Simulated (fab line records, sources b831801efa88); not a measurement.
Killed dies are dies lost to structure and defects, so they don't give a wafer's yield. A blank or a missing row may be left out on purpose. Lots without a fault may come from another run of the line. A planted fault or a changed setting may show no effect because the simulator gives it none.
One fault seen from 2 desks | flow gf180mcu | each desk has only its own numbers; what lay behind them comes last

THE TOOL OWNER'S DESK: iline_stepper-02
The tool's own readings at GF_TOP_METAL_EXPOSE_11 (exposes mask MetalTop, target cd 440 nm): means of the sampled wafers that have a number, for each lot that ran on this tool. A lot is out of limits, marked OUT, if its mean lies more than 4 standard deviations from the usual mean; the brackets give that distance.
Columns: A = stage_vel_mm_s at GF_TOP_METAL_EXPOSE_11, usual 500.05 mm/s
lot  | first seen here | A
L101 | day 29 00:02    | 499.97
L111 | day 32 07:07    | 500.04
L112 | day 32 19:33    | 500.06
This desk's finding: nothing out of limits on any of the 3 lots.

THE METROLOGY DESK
What the gauges read, lot by lot, whatever tool the lot ran on: means of the sampled wafers that have a number. A lot is out of limits, marked OUT, if its mean lies more than 4 standard deviations from the usual mean; the brackets give that distance.
Columns: A = TOP_METAL_ALCU_RS at GF_TOP_METAL_RS_MEAS_05, usual 0.0327 ohm/sq; B = TOP_METAL_ALCU_THK at GF_TOP_METAL_THK_MEAS_06, usual 905 nm; C = cd_nm at GF_TOP_METAL_CD_MEAS_14, usual 440.0 nm; D = TOP_METAL_OVL at GF_TOP_METAL_OVL_MEAS_15, usual 0.4 nm
lot  | first seen here | A      | B   | C                | D
L101 | day 28 14:53    | 0.0332 | 889 | 440.6            | -0.7
L106 | day 30 03:25    | 0.0329 | 892 | 439.9            | 1.5
L111 | day 32 05:29    | 0.0328 | 904 | 416.8 (-9.3) OUT | 0.5
L112 | day 32 15:23    | 0.0326 | 900 | 417.7 (-8.9) OUT | -0.8
L115 | day 33 03:43    | 0.0325 | 919 | 435.2            | 0.9
L116 | day 33 08:11    | 0.0326 | 905 | 443.4            | 0.4
This desk's finding: out of limits on L111, L112; first on L111, day 32 08:58 (cd_nm at GF_TOP_METAL_CD_MEAS_14). In limits: L101, L106, L115, L116.

PUT TOGETHER
The metrology desk could have raised an alarm at day 32 08:58, on L111, L112.
The tool owner's desk saw nothing out of limits.
The tool owner's desk has L111, L112 on record, within its limits.
Of the lots named, all ran GF_TOP_METAL_EXPOSE_11 on iline_stepper-02.

WHAT THE SIMULATOR HAD PUT IN
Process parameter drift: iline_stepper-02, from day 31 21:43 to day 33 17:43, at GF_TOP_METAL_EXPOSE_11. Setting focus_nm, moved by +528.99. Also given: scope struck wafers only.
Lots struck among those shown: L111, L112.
Hours from the fault's start to each desk's first reading out of limits: the metrology desk, 11.
